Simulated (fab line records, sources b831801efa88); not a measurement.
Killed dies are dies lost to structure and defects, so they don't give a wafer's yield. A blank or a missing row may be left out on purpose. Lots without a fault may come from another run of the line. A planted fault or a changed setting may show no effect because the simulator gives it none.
A struck lot beside a sound one | flow gf180mcu | 19 steps out of a route of 602
Sound: wafers L792.3, L792.4, L792.5. Struck: wafers L801.5, L801.6. (L801.4 of the same lot was not struck and is left out.) The cause comes at the end.
At each step with rows: each side's tool, then ch and its chambers, then its first start. Under that, the readings that differ: sound wafers | struck wafers | difference of the means | sigmas: that difference in standard deviations of wafers without a fault.
alike: readings whose means differ by less than 2 such deviations, and words and numbers that are the same on both sides. not compared: withheld readings, readings that some wafer has no value for, bounds like >300 that may hide the same value, and numbers for which the record gives no deviation and whose values overlap.
The two part at a step that has a row with sigmas, a row that says differs or no value, or rows on one side only. Numbers that don't overlap but have no deviation are shown without sigmas and don't part them. A reading that every wafer of one side lacks parts them only if that side has two wafers or more.

GF_M4_SPUTTER_00: material Ti, target thk 37.5 nm, time 150 s.
  sound on pvd_sputter-02, day 24 14:28; struck on pvd_sputter-02, day 27 15:19
  alike: throttle_valve_pct
GF_M4_SPUTTER_01: material TiN, target thk 30 nm, time 25 s.
  sound on pvd_sputter-02, day 24 14:34; struck on pvd_sputter-02, day 27 15:25
  alike: throttle_valve_pct
GF_M4_SPUTTER_02: material AlCu, target thk 450 nm, time 23.9 s.
  sound on pvd_sputter-02, day 24 14:36; struck on pvd_sputter-02, day 27 15:27
  alike: throttle_valve_pct
then, 1 step without rows for these wafers: GF_M4_SPUTTER_03 (material Ti, target thk 10 nm, time 6.7 s).
GF_M4_SPUTTER_04: material TiN, target thk 50 nm, time 41.7 s.
  sound on pvd_sputter-02, day 24 14:39; struck on pvd_sputter-02, day 27 15:30
  alike: throttle_valve_pct
GF_M4_RS_MEAS_05: measures by four-point-probe.
  sound on film_metro-01, day 24 14:44; struck on film_metro-02, day 27 15:36
  alike: M4_ALCU_RS
GF_M4_THK_MEAS_06: measures by xrf.
  sound on film_metro-01, day 24 14:50; struck on film_metro-02, day 27 15:41
  reading          | sound       | struck  | difference | sigmas
  M4_ALCU_THK (nm) | 446 432 443 | 455 454 | +14        | +2
then, 5 steps without rows for these wafers: GF_M4_DEHYDRATE_07 (time 60 s); GF_M4_HMDS_08 (prime time 60 s); GF_M4_COAT_09 (resist thk 1000 nm); GF_M4_SOFTBAKE_10 (time 60 s); GF_M4_EXPOSE_11 (exposes mask Metal4, target cd 280 nm).
GF_M4_PEB_12: peb time 90 s.
  sound on litho_track-03 ch 0, day 25 11:16; struck on litho_track-04 ch 0, day 28 10:29
  reading                  | sound             | struck      | difference | sigmas
  heater_power_total_W (W) | 85.74 85.59 85.76 | 93.01 92.94 | +7.28      | +86
  alike: chill_plate_temp_C
then, 1 step without rows for these wafers: GF_M4_DEVELOP_13 (develop time 60 s).
GF_M4_CD_MEAS_14: target cd 280 nm.
  sound on cd_sem-01, day 25 11:35; struck on cd_sem-02, day 28 10:48
  reading    | sound             | struck      | difference | sigmas
  cd_nm (nm) | 280.5 281.1 280.2 | 284.2 285.8 | +4.4       | +4
GF_M4_OVL_MEAS_15:
  sound on overlay-01, day 25 11:41; struck on overlay-02, day 28 10:52
  alike: M4_OVL
GF_M4_METAL_ETCH_16: etches the open film in Cl2/BCl3, stops on SiO2, target depth 627.5 nm, time 104.6 s.
  sound on rie_metal-01 ch 0,1, day 25 11:44; struck on rie_metal-01 ch 0,1, day 28 10:56
  reading                | sound                | struck        | difference | sigmas
  throttle_valve_pct (%) | 28.253 28.269 28.247 | 28.236 28.233 | -0.022     | -2
  model.M4.cd_nm (nm)    | 268.2 273.1 272.6    | 277.5 282.2   | +8.6       |
  alike: drypump_motor_current_A, oes_product_au
  not compared: rf_hours_counter_h
GF_M4_STRIP_17: strips in O2/N2.
  sound on plasma_asher-03 ch 0,1, day 25 11:51; struck on plasma_asher-03 ch 0,1, day 28 11:02
  alike: drypump_motor_current_A, heater_power_w, oes_product_au, platen_temp_c, strip_time_to_endpoint_s
  not compared: rf_hours_counter_h
then, 1 step without rows for these wafers: GF_PASSIVATION_PROBE_99.

WHERE THEY PART
First at GF_M4_THK_MEAS_06; last, within this record, at GF_M4_METAL_ETCH_16. Later steps at which nothing parts them and some readings are alike: GF_M4_STRIP_17.

WHY: what the simulator had put in
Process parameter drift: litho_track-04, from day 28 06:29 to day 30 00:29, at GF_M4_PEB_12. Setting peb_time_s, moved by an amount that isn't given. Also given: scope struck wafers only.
